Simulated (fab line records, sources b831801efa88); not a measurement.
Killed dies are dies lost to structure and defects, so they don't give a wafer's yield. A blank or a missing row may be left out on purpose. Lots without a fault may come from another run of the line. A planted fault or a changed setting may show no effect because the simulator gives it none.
fab line records | flow sky130
record lots=6 wafers=18 last_day=50
route steps=708 shown SONOS_ONO@182 GATE_OXIDE@187
lots that met no fault: from a run of the same line without faults
start_h: hours from the record's first day to the start of the lot's first wafer shown | wait_h: hours since the lot's step before | " the same as in the row above | L1.1+2: a row that stands for several wafers | - no value, or no start given | * or withheld: withheld | < > ~ a bound
route shown NAME@n: a module of which the file shows steps, and the number in the route of the first | usual: mean/standard deviation of fault-free wafers | same: alike in all rows | chamber/n: place in a boat | sites: the reading at each site | _std_site: their standard deviation | _edge_site: outer sites' mean less inner sites' | radius_mm: how far each site lies from the wafer's centre | mask NAME#n: copy n | behind: the tool/chamber that last shaped the wafer | hold: why the lot was held/for how many hours/how that ended | device: the transistor (n, p or np) that didn't switch | end of line: the same wafers' tests at the end of the route | a step without rows: its recipe alone | killed: dies lost to structure and defects at the first sort, not the wafer's yield | map: a wafer's dies, x killed, . not, _ none there
set.NAME: the setting as run; set.NAME@STEP: as run at that earlier step | model.NAME: the simulator's own value behind a step, which no gauge read
lots at some steps of the route; a table a step, a row a wafer
services: from which hour (start_h, from the record's first day; less than 0 if before it) a tool's chamber was out of use, for how many hours, and why
## steps
# step SKY_SONOS_ONO_OVL_MEAS_14
# usual SONOS_ONO_OVL=-0.5/1.6
# columns lot.wafer tool chamber start_h wait_h SONOS_ONO_OVL[nm]
L982.2 overlay-02 - 279.64 0.1 -1.5
L982.3 " - " " 0.2
L982.5 " - " " 0.0
L986.3 overlay-01 - 321.75 0.1 -0.1
L986.4 " - " " -0.1
L986.5 " - " " -1.5
L992.3 overlay-01 - 376.97 0.1 -1.9
L992.4 " - " " -3.1
L992.5 " - " " -0.8
L993.1 overlay-02 - 380.01 0.1 -1.0
L993.2 " - " " 0.6
L993.3 " - " " 0.5
L101.1 overlay-02 - 447.01 0.1 -2.0
L101.2 " - " " 0.2
L101.5 " - " " -2.3
L102.2 overlay-02 - 459.82 0.1 -0.7
L102.3 " - " " 0.5
L102.5 " - " " 0.0
# step SKY_SONOS_ONO_ETCH_15
# recipe target_depth_nm=19.52 chemistry=CHF3/O2 source_w=600 bias_w=200 pressure_mtorr=40 chf3_flow_sccm=50 O2_flow_sccm=5 time_s=7.8
# usual chamber_pressure_mTorr=40.00/0.037 chf3_flow_sccm=50.00/0.13 drypump_motor_current_A=5.5/0.41 oes_product_au=1.001/0.0099 rf_fwd_power_W=588.4/2.8 throttle_valve_pct=8.826/0.0096
# columns lot.wafer tool chamber start_h wait_h chamber_pressure_mTorr chf3_flow_sccm drypump_motor_current_A oes_product_au rf_fwd_power_W rf_hours_counter_h throttle_valve_pct
L982.2 rie_diel-02 1 279.67 0.0 40.03 50.10 5.9 0.995 589.6 4 8.817
L982.3 " 2 " " 40.02 50.15 5.2 1.003 586.7 4 8.824
L982.5 " 1 " " 39.97 49.92 6.0 0.993 591.6 - 8.832
L986.3 rie_diel-03 2 321.77 0.0 39.97 49.77 5.4 0.994 587.6 32 8.824
L986.4 " 1 " " 39.98 50.19 5.2 1.011 587.3 4 8.837
L986.5 " 1 " " 39.95 50.00 5.3 1.008 586.6 - 8.841
L992.3 rie_diel-02 2 376.99 0.0 40.01 50.02 5.2 0.997 586.5 6 8.820
L992.4 " 3 " " 40.04 49.92 6.0 1.006 586.0 13 8.820
L992.5 " 2 " " 40.02 50.14 5.2 0.994 587.5 - 8.829
L993.1 rie_diel-03 1 380.04 0.0 40.00 50.24 5.2 1.024 582.9 5 8.825
L993.2 " 3 " " 40.04 50.13 5.4 1.000 592.0 0 8.831
L993.3 " 0 " " 39.91 50.02 6.2 0.999 591.7 2 8.813
L101.1 rie_diel-02 2 447.05 0.0 39.99 49.54 5.2 1.008 588.3 8 8.832
L101.2 " 3 " " 39.98 49.74 6.0 1.020 584.0 14 8.821
L101.5 " 2 " " 39.95 49.80 5.2 1.025 586.9 - 8.843
L102.2 rie_diel-01 0 459.85 0.0 40.03 49.92 5.1 1.000 584.7 13 8.828
L102.3 " 3 " " 39.97 50.09 5.7 0.993 583.4 77 8.821
L102.5 " 0 " " 40.05 49.91 5.2 1.005 585.3 - 8.830
# step SKY_SONOS_ONO_WET_ETCH_16
# recipe chemistry=dHF target_depth_nm=14 dry=n2_spin target=SiO2 dilution=100:1 temp_c=25 time_s=280
# step SKY_SONOS_ONO_STRIP_17
# recipe chemistry=O2/N2 power_w=1400 pressure_mtorr=1500 platen_temp_c=withheld o2_flow_sccm=3000 n2_flow_sccm=300 overash_fraction=0.5
# usual chamber_pressure_mTorr=1500/4.3 drypump_motor_current_A=5.5/0.53 oes_product_au=0.710/0.0045 strip_time_to_endpoint_s=14.11/0.042
# columns lot.wafer tool chamber start_h wait_h chamber_pressure_mTorr drypump_motor_current_A oes_product_au rf_hours_counter_h strip_time_to_endpoint_s
L982.2 plasma_asher-04 1 279.78 0.0 1499 4.8 0.710 60 14.13
L982.3 " 1 " " 1499 4.8 0.712 - 14.11
L982.5 " 0 " " 1500 6.4 0.710 - 14.07
L986.3 plasma_asher-01 0 321.91 0.0 1499 5.8 0.708 - 14.12
L986.4 " 1 " " 1500 5.6 0.717 - 14.14
L986.5 " 1 " " 1502 5.6 0.711 - 14.13
L992.3 plasma_asher-01 1 377.13 0.0 1498 5.6 0.713 - 14.10
L992.4 " 0 " " 1500 5.8 0.705 - 14.13
L992.5 " 0 " " 1499 5.8 0.714 - 14.15
L993.1 plasma_asher-04 0 380.15 0.0 1501 6.3 0.715 71 14.10
L993.2 " 1 " " 1500 4.8 0.704 71 14.07
L993.3 " 1 " " 1498 4.8 0.712 - 14.05
L101.1 plasma_asher-04 1 447.16 0.0 1500 4.8 0.706 1 14.13
L101.2 " 0 " " 1501 6.4 0.713 1 14.10
L101.5 " 0 " " 1500 6.3 0.715 - 14.07
L102.2 plasma_asher-04 0 459.97 0.0 1500 6.3 0.713 3 14.08
L102.3 " 0 " " 1500 6.3 0.702 - 14.07
L102.5 " 0 " " 1501 6.4 0.714 - 14.03
# step SKY_SONOS_ONO_WET_ETCH_18
# recipe chemistry=H3PO4 target_depth_nm=15 target=Si3N4 temp_c=160 time_s=172
# step SKY_GATE_OXIDE_CLEAN_00
# recipe chemistry=SC1/SC2 mix=1:4:20 temp_c=70 time_s=150 dry=n2_spin
# step SKY_GATE_OXIDE_OXIDATION_01
# recipe temp_c=900 ambient=O2 stabilise_s=600 purge_s=300 target_thk_a=102.68 ox_time_s=1473
# step SKY_GATE_OXIDE_THK_MEAS_02
# recipe reads=SiO2_of_GATE_OXIDE_OXIDATION_01
# usual GATE_OXIDE_OXIDATION_00_THK=10.28/0.19
# columns lot.wafer tool chamber start_h wait_h GATE_OXIDE_OXIDATION_00_THK[nm]
L982.2 film_metro-03 - 283.22 0.0 10.34
L982.3 " - " " 10.42
L982.5 " - " " 10.45
L986.3 film_metro-04 - 324.13 0.0 10.28
L986.4 " - " " 10.44
L986.5 " - " " 10.40
L993.1 film_metro-01 - 385.53 0.0 10.38
L993.2 " - " " 10.58
L993.3 " - " " 10.70
L992.3 film_metro-04 - 385.55 0.0 10.32
L992.4 " - " " 10.30
L992.5 " - " " 10.12
L101.1 film_metro-03 - 452.14 0.0 10.49
L101.2 " - " " 10.46
L101.5 " - " " 10.47
L102.2 film_metro-03 - 466.94 0.0 10.36
L102.3 " - " " 10.18
L102.5 " - " " 10.46
# step SKY_GATE_OXIDE_DEHYDRATE_03
# recipe temp_c=200 time_s=60
# step SKY_GATE_OXIDE_HMDS_04
# recipe prime_time_s=60 prime_temp_c=120
# step SKY_GATE_OXIDE_COAT_05
# recipe resist=NOVOLAK spin_rpm=3000 resist_thk_nm=1140
# step SKY_GATE_OXIDE_SOFTBAKE_06
# recipe temp_c=90 time_s=60 resist=NOVOLAK
# step SKY_GATE_OXIDE_EXPOSE_07
# recipe mask_id=LVOM na=0.6 source_shape=conventional sigma_outer=0.6 polarization=unpolarized target_cd_nm=600 dose_mj=170
# usual exposure_dose_mJ_cm2=169.97/0.17 focus_offset_nm=0.0/0.55
# columns lot.wafer tool chamber start_h wait_h mask exposure_dose_mJ_cm2 focus_offset_nm
L982.2 iline_stepper-01 0 295.93 - LVOM#0 169.82 -0.3
L982.3 " 0 " " LVOM#0 170.20 0.4
L982.5 " 0 " " LVOM#0 169.92 -0.5
L986.3 iline_stepper-01 0 337.71 - LVOM#0 169.96 -0.5
L986.4 " 0 " " LVOM#0 170.04 -0.1
L986.5 " 0 " " LVOM#0 169.94 0.3
L992.3 iline_stepper-01 - 398.75 - LVOM#0 - -
L992.4 " - " " LVOM#0 - -
L992.5 " - " " LVOM#0 - -
L993.1 iline_stepper-02 - 399.04 - LVOM#0 - -
L993.2 " - " " LVOM#0 - -
L993.3 " - " " LVOM#0 - -
L101.1 iline_stepper-02 0 465.53 - LVOM#0 170.08 1.5
L101.2 " 0 " " LVOM#0 170.06 1.0
L101.5 " 0 " " LVOM#0 170.14 0.4
L102.2 iline_stepper-02 0 482.67 - LVOM#0 169.80 1.2
L102.3 " 0 " " LVOM#0 169.69 0.6
L102.5 " 0 " " LVOM#0 169.99 1.3
# step SKY_GATE_OXIDE_PEB_08
# recipe temp_c=withheld time_s=* resist=NOVOLAK
## services
# columns tool chamber start_h hours kind
plasma_asher-01 - 274.47 25.6 pm
rie_diel-02 0 276.99 2.6 repair
rie_diel-01 0 303.17 11.1 repair
rie_diel-03 1 317.75 3.0 repair
rie_diel-01 3 319.80 2.5 repair
rie_diel-02 0 321.83 6.3 repair
iline_stepper-02 - 326.50 2.9 repair
iline_stepper-02 - 329.42 4.4 pm
rie_diel-03 1 339.90 5.9 repair
iline_stepper-01 - 358.93 1.7 pm
rie_diel-01 - 367.09 28.1 pm
plasma_asher-04 - 404.28 1.1 repair
rie_diel-02 0 405.82 5.5 repair
iline_stepper-02 - 413.32 19.2 repair
plasma_asher-04 - 421.25 9.0 pm
plasma_asher-04 0 421.25 9.0 vent_cycle
plasma_asher-04 1 421.25 9.0 vent_cycle
plasma_asher-04 0 430.25 - clean
rie_diel-02 - 433.04 0.7 repair
iline_stepper-02 - 434.00 1.7 pm
plasma_asher-01 - 451.72 25.9 repair
iline_stepper-01 - 474.50 4.4 pm
plasma_asher-04 - 475.77 2.8 pm
rie_diel-01 3 482.51 4.1 repair
## key
first_sign step=SKY_GATE_OXIDE_EXPOSE_07 reading=tool_record direction=missing
effect none on later readings
met_at SKY_GATE_OXIDE_EXPOSE_07
struck_wafers L992.3,L992.4,L992.5,L993.1,L993.2,L993.3
later_rows_left_out L992.3,L992.4,L992.5,L993.1,L993.2,L993.3
sort_left_out L992.3,L992.4,L992.5,L993.1,L993.2,L993.3
tester_left_out L992,L993
onset_between 337.71 398.75
fault kind=skipped_step_whole tool=iline_stepper-01,iline_stepper-02 chamber=- onset_h=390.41 steps=SKY_GATE_OXIDE_EXPOSE_07 scope=struck_lots_only
# tester_left_out: of these lots the tester's yield and bins aren't shown, on N5 and GAA mostly nor the transistor test; their killed dies are dies lost to structure and defects alone, not to doping, threshold or leakage, so they don't give the yield
# sort_left_out: the simulated sort isn't trusted on such a fault, so these wafers' sort isn't shown, and their yield isn't known
# later_rows_left_out: the simulator's readings of these wafers behind a module that went badly wrong aren't trusted and aren't shown, but for the sort
